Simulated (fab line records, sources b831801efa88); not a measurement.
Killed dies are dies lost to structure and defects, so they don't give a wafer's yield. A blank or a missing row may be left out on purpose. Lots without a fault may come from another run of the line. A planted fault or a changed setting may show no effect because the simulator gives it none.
A struck lot beside a sound one | flow gf180mcu | 15 steps out of a route of 602
Sound: wafers L845.2, L845.3, L845.6. Struck: wafers L834.2, L834.3, L834.6. The cause comes at the end.
At each step with rows: each side's tool, then ch and its chambers, then its first start. Under that, the readings that differ: sound wafers | struck wafers | difference of the means | sigmas: that difference in standard deviations of wafers without a fault.
alike: readings whose means differ by less than 2 such deviations, and words and numbers that are the same on both sides. not compared: withheld readings, readings that some wafer has no value for, bounds like >300 that may hide the same value, and numbers for which the record gives no deviation and whose values overlap.
The two part at a step that has a row with sigmas, a row that says differs or no value, or rows on one side only. Numbers that don't overlap but have no deviation are shown without sigmas and don't part them. A reading that every wafer of one side lacks parts them only if that side has two wafers or more.

GF_HV_LDD_STRIP_22: strips in O2/N2.
  sound on plasma_asher-03 ch 0,1, day 17 06:05; struck on plasma_asher-03 ch 0, day 13 16:32
  alike: drypump_motor_current_A, heater_power_w, oes_product_au, strip_time_to_endpoint_s
  not compared: rf_hours_counter_h
GF_HV_LDD_TW_MEAS_23:
  sound on film_metro-04, day 17 06:11; struck on film_metro-04, day 13 16:38
  alike: HV_LDD_2_TW
then, 7 steps without rows for these wafers: GF_HV_LDD_DEHYDRATE_24 (time 60 s); GF_HV_LDD_HMDS_25 (prime time 60 s); GF_HV_LDD_COAT_26 (resist thk 1000 nm); GF_HV_LDD_SOFTBAKE_27 (time 60 s); GF_HV_LDD_EXPOSE_28 (exposes mask Nplus HV AREA, target cd 400 nm); GF_HV_LDD_PEB_29; GF_HV_LDD_DEVELOP_30 (develop time 60 s).
GF_HV_LDD_CD_MEAS_31: target cd 400 nm.
  sound on cd_sem-02, day 18 05:31; struck on cd_sem-01, day 14 12:35
  alike: cd_nm
GF_HV_LDD_OVL_MEAS_32:
  sound on overlay-01, day 18 05:37; struck on overlay-01, day 14 12:42
  alike: HV_LDD_02_OVL
then, 1 step without rows for these wafers: GF_HV_LDD_IMPLANT_33.
GF_HV_LDD_IMPLANT_34:
  sound on implanter-02 ch 0, day 18 05:49; struck on implanter-04 ch 0, day 14 12:54
  reading                   | sound                | struck               | difference | sigmas
  beam_energy_keV           | 60.029 60.028 60.019 | 64.197 64.207 64.239 | +4.189     | +99 or more
  model.implant.rp_nm (nm)  | 61.43 61.43 61.43    | 68.57 68.57 68.57    | +7.14      |
  model.implant.drp_nm (nm) | 28.81 28.81 28.81    | 30.55 30.55 30.55    | +1.74      |
  alike: end_station_pressure_torr
then, 2 steps without rows for these wafers: GF_HV_LDD_IMPLANT_35; GF_PASSIVATION_PROBE_99.

WHERE THEY PART
Only at GF_HV_LDD_IMPLANT_34, within this record.

WHY: what the simulator had put in
Process parameter drift: implanter-04, from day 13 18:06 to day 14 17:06, at GF_HV_LDD_IMPLANT_34. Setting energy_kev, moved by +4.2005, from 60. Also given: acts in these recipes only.
